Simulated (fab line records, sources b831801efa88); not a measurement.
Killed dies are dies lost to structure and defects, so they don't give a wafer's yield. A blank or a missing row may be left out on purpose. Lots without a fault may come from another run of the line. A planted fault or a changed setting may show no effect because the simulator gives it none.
Which tool did it? | flow gf180mcu | 13 lots, 39 wafers sampled, at 2 steps of a route of 602

WHAT THE GAUGES READ, wafer by wafer
GF_M1_CD_MEAS_14: target cd 230 nm. Usual: cd_nm 230.0 nm, standard deviation 1.3.
lot  | measured     | on        | cd_nm (nm)        | flag
L428 | day 16 23:20 | cd_sem-01 | 229.9 229.6 229.9 |
L429 | day 17 10:26 | cd_sem-01 | 230.9 231.8 231.3 |
L430 | day 17 14:43 | cd_sem-02 | 229.5 230.0 229.5 |
L431 | day 17 18:29 | cd_sem-01 | 229.1 228.6 227.9 |
L432 | day 18 10:35 | cd_sem-02 | 229.2 229.1 230.3 |
L433 | day 18 19:10 | cd_sem-02 | 229.4 228.6 228.5 |
L434 | day 19 05:31 | cd_sem-02 | 230.7 229.5 230.2 |
L437 | day 20 10:50 | cd_sem-01 | 229.8 229.6 228.3 |
L441 | day 21 21:39 | cd_sem-01 | 228.9 230.1 228.7 |
L448 | day 24 07:28 | cd_sem-01 | 232.7 233.5 232.5 |
L449 | day 24 12:29 | cd_sem-01 | 230.7 230.9 232.6 |
L450 | day 24 19:46 | cd_sem-01 | 229.3 229.2 230.1 |
L451 | day 25 03:20 | cd_sem-01 | 230.9 228.5 230.9 |

GF_M1_OVL_MEAS_15. Usual: M1_OVL 0 nm, standard deviation 4.2.
lot  | measured     | on         | M1_OVL (nm) | flag
L428 | day 16 23:25 | overlay-02 | 0 0 -3      |
L429 | day 17 10:33 | overlay-02 | 2 -1 -1     |
L430 | day 17 14:50 | overlay-02 | -3 -4 -8    |
L431 | day 17 18:35 | overlay-02 | 0 2 1       |
L432 | day 18 10:42 | overlay-02 | -3 -9 -1    |
L433 | day 18 19:17 | overlay-01 | 6 -1 4      |
L434 | day 19 05:38 | overlay-02 | 4 6 8       |
L437 | day 20 10:55 | overlay-02 | -3 -4 -6    |
L441 | day 21 21:45 | overlay-01 | -1 0 -13    |
L448 | day 24 07:35 | overlay-02 | 7 11 6      |
L449 | day 24 12:35 | overlay-02 | -6 -6 -5    |
L450 | day 24 19:53 | overlay-01 | 2 -4 3      |
L451 | day 25 03:25 | overlay-01 | -6 0 3      |

WHICH TOOL RAN EACH LOT (tool, then ch and the chambers of the sampled wafers, then the start)
The record holds no process step before these readings.

WHAT THE TOOLS THEMSELVES READ (means of the sampled wafers that have a number; where no wafer has one, the mark that the record gives instead)
The record holds no such reading with a usual standard deviation.

THE ANSWER, worked out from the rows above alone
Rule: a lot is off if the mean of its wafers that have a number lies more than 3 standard deviations from the usual mean. A lot without any number at a reading at which 4 lots or more have one is off too. The other lots that the step has rows for count as sound. The gauges are gone through in route order, then the tools' own readings, and for those a lot's mean is taken as printed above. The first step at which some lot is off is used, and at that step the reading that is off furthest; a lot without a number counts as furthest.
No lot is off at any reading shown: from this, nothing can be told.

WHAT THE SIMULATOR HAD PUT IN
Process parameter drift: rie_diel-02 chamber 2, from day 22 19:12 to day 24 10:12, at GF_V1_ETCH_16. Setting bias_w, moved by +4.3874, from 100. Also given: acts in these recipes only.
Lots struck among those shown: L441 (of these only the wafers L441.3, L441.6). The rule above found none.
